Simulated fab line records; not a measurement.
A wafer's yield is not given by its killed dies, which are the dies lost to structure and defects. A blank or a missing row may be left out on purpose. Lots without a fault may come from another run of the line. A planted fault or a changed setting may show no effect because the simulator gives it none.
Which tool is to blame? -- flow sky130 -- 12 lots with 36 wafers sampled at 5 steps, on a route of 708 steps

WHAT THE GAUGES READ, wafer by wafer
SKY_SONOS_ONO_THK_MEAS_03.
lot,measured,on,SONOS_ONO_CVD_02_THK (nm)
L546,day 12 21:37,film metro-01,10.59 10.62 10.57
L549,day 13 08:11,film metro-04,10.62 10.63 10.53
L550,day 13 22:12,film metro-01,10.43 10.55 10.46
L553,day 14 18:50,film metro-03,10.48 10.55 10.40
L555,day 15 12:23,film metro-01,10.52 10.32 10.35
L556,day 15 21:27,film metro-03,10.31 10.30 10.32
L559,day 17 08:34,film metro-03,10.28 10.42 10.34
L561,day 17 20:49,film metro-04,10.63 10.77 10.74
L562,day 18 05:31,film metro-04,10.43 10.45 10.56
L564,day 18 18:08,film metro-03,10.57 10.61 10.47
L565,day 19 00:19,film metro-04,10.62 10.54 10.68
L566,day 19 00:19,film metro-01,10.47 10.46 10.60

SKY_GATE_OXIDE_TW_MEAS_14.
lot,measured,on,GATE_OXIDE_TW
L546,day 15 08:17,film metro-02,228 227 228
L549,day 15 17:02,film metro-02,228 227 227
L550,day 16 07:48,film metro-03,219 222 219
L553,day 17 05:56,film metro-02,226 226 226
L555,day 18 00:23,film metro-01,221 221 223
L556,day 18 16:21,film metro-02,226 223 225
L559,day 20 00:18,film metro-03,243 243 242 243 242 243
L561,day 20 11:59,film metro-03,244 244 242 243 242 244
L562,day 20 20:26,film metro-01,247 246 247 247 247 248
L564,day 23 08:44,film metro-01,221 221 220
L565,day 23 06:28,film metro-02,225 226 227
L566,day 23 07:31,film metro-01,221 221 221

SKY_POLY_GATE_THK_MEAS_04.
lot,measured,on,POLY_GATE_CVD_03_THK (nm)
L546,day 16 17:40,film metro-04,75.4 75.3 74.9
L549,day 17 03:32,film metro-04,75.2 74.9 75.2
L550,day 17 22:11,film metro-03,75.5 75.9 75.8
L553,day 18 23:16,film metro-02,75.3 75.4 75.4
L555,day 19 18:20,film metro-04,75.0 74.5 74.2
L556,day 20 04:13,film metro-04,74.9 74.5 75.4
L559,day 21 11:35,film metro-03,75.2 75.4 75.4
L561,day 21 23:11,film metro-02,76.9 76.3 77.0
L562,day 22 08:10,film metro-03,75.6 75.1 75.4
L564,day 24 20:14,film metro-04,76.0 76.3 76.1
L565,day 24 17:41,film metro-03,74.5 74.7 74.8
L566,day 24 17:41,film metro-04,75.0 74.5 74.6

TOOL THAT RAN EACH LOT (tool first, then ch and the chambers of the sampled wafers, then the start)
lot,SKY_VT_ADJUST_PCH_STRIP_09,SKY_GATE_OXIDE_IMPLANT_11
L546,"plasma asher-03 ch 0,1, day 11 15:17","implanter-02 ch 0, day 15 07:57"
L549,"plasma asher-03 ch 0,1, day 12 04:30","implanter-02 ch 0, day 15 16:40"
L550,"plasma asher-01 ch 0,1, day 12 17:49","implanter-03 ch 0, day 16 07:28"
L553,"plasma asher-01 ch 0,1, day 13 13:54","implanter-01 ch 0, day 17 05:36"
L555,"plasma asher-01 ch 0,1, day 14 06:39","implanter-01 ch 0, day 18 00:01"
L556,"plasma asher-03 ch 0,1, day 14 13:04","implanter-03 ch 0, day 18 16:01"
L559,"plasma asher-03 ch 0,1, day 15 15:56","implanter-03 ch 0, day 19 23:52"
L561,"plasma asher-03 ch 0,1, day 16 03:46","implanter-03 ch 0, day 20 11:39"
L562,"plasma asher-02 ch 0,1, day 16 14:10","implanter-03 ch 0, day 20 20:07"
L564,"plasma asher-03 ch 0,1, day 17 09:15","implanter-02 ch 0, day 23 08:24"
L565,"plasma asher-03 ch 0,1, day 17 14:37","implanter-02 ch 0, day 23 06:07"
L566,"plasma asher-02 ch 0,1, day 17 16:25","implanter-02 ch 0, day 23 07:10"
- SKY_VT_ADJUST_PCH_STRIP_09: strips in O2/N2.
- SKY_GATE_OXIDE_IMPLANT_11

AS READ BY THE TOOLS THEMSELVES (means over the sampled wafers that have a number; for cases with no such wafer, the mark the record gives instead)
SKY_VT_ADJUST_PCH_STRIP_09.
lot,tool,drypump motor current A (A),oes product au (a.u.),strip time to endpoint s (s)
L546,plasma asher-03,5.8,0.724,36.92
L549,plasma asher-03,5.9,0.722,36.99
L550,plasma asher-01,5.9,0.722,37.09
L553,plasma asher-01,5.9,0.725,37.04
L555,plasma asher-01,5.9,0.723,36.87
L556,plasma asher-03,6.2,0.723,36.86
L559,plasma asher-03,6.2,0.719,36.96
L561,plasma asher-03,6.2,0.721,36.87
L562,plasma asher-02,6.0,0.724,37.00
L564,plasma asher-03,5.8,0.722,36.92
L565,plasma asher-03,5.8,0.721,36.89
L566,plasma asher-02,6.0,0.722,37.02

SKY_GATE_OXIDE_IMPLANT_11.
lot,tool,beam energy keV,dose ions cm2,faraday current uA
L546,implanter-02,9.997,2.6e+12,14.55
L549,implanter-02,10.000,2.6e+12,14.65
L550,implanter-03,10.002,2.6e+12,14.82
L553,implanter-01,10.002,2.6e+12,14.69
L555,implanter-01,10.001,2.6e+12,14.44
L556,implanter-03,9.998,2.6e+12,14.91
L559,implanter-03,10.000,3.7e+12,21.09
L561,implanter-03,10.001,3.7e+12,20.84
L562,implanter-03,9.998,3.7e+12,20.92
L564,implanter-02,9.999,2.6e+12,14.89
L565,implanter-02,10.000,2.6e+12,14.54
L566,implanter-02,10.000,2.6e+12,14.34

THE ANSWER, worked out from the rows above alone
Rule: the usual values come from the lots themselves. The widest of any qualifying gaps counts: lots, ordered by their means at a reading, are off when they make up no more than a third of the lots, leave a main group of 4 or more, and stand apart from it by 3 or more times the standard deviation of that group's means. A main group whose means are all the same, to the digits that the tables above print for the reading, isn't used. Also off: a lot with no number at a reading for which 4 or more lots have one. All remaining lots with rows at the step are treated as sound. After the gauges, taken in route order, come the tools' own readings; for these a lot's mean is taken, as printed above. The first step at which some lot is off is used, and at that step the reading that is off furthest; a lot without a number counts as furthest.
Off: at SKY_GATE_OXIDE_TW_MEAS_14 (GATE_OXIDE_TW), L559, L561, L562. The main group has a mean of 224 with a standard deviation of 2.9.
A tool fits if, at a process step before that reading, it ran every lot that is off, and no sound lot after the first of them. The gauges at SKY_GATE_OXIDE_TW_MEAS_14 aren't tried: what is off there is off at SKY_GATE_OXIDE_IMPLANT_11 too, on other tools, and a gauge's error can't cause that. One candidate fits, namely implanter-03 at SKY_GATE_OXIDE_IMPLANT_11. Its last sound lot is L556 (day 18 16:01), its first lot that is off L559 (day 19 23:52): a fault that began between those two fits.
The tool's own readings at SKY_GATE_OXIDE_IMPLANT_11 bear it out: on the lots that are off they differ by more than 5 times the standard deviation of the sound lots' means. dose ions cm2 reads 3.7e+12 there against 2.6e+12 on the sound lots; faraday current uA reads 20.95 there against 14.65 on the sound lots.

WHAT THE SIMULATOR HAD INSERTED
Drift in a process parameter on implanter-03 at SKY_GATE_OXIDE_IMPLANT_11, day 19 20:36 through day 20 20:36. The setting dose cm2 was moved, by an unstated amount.
Lots struck among those shown: L559, L561, L562. This agrees with what the rule above found.
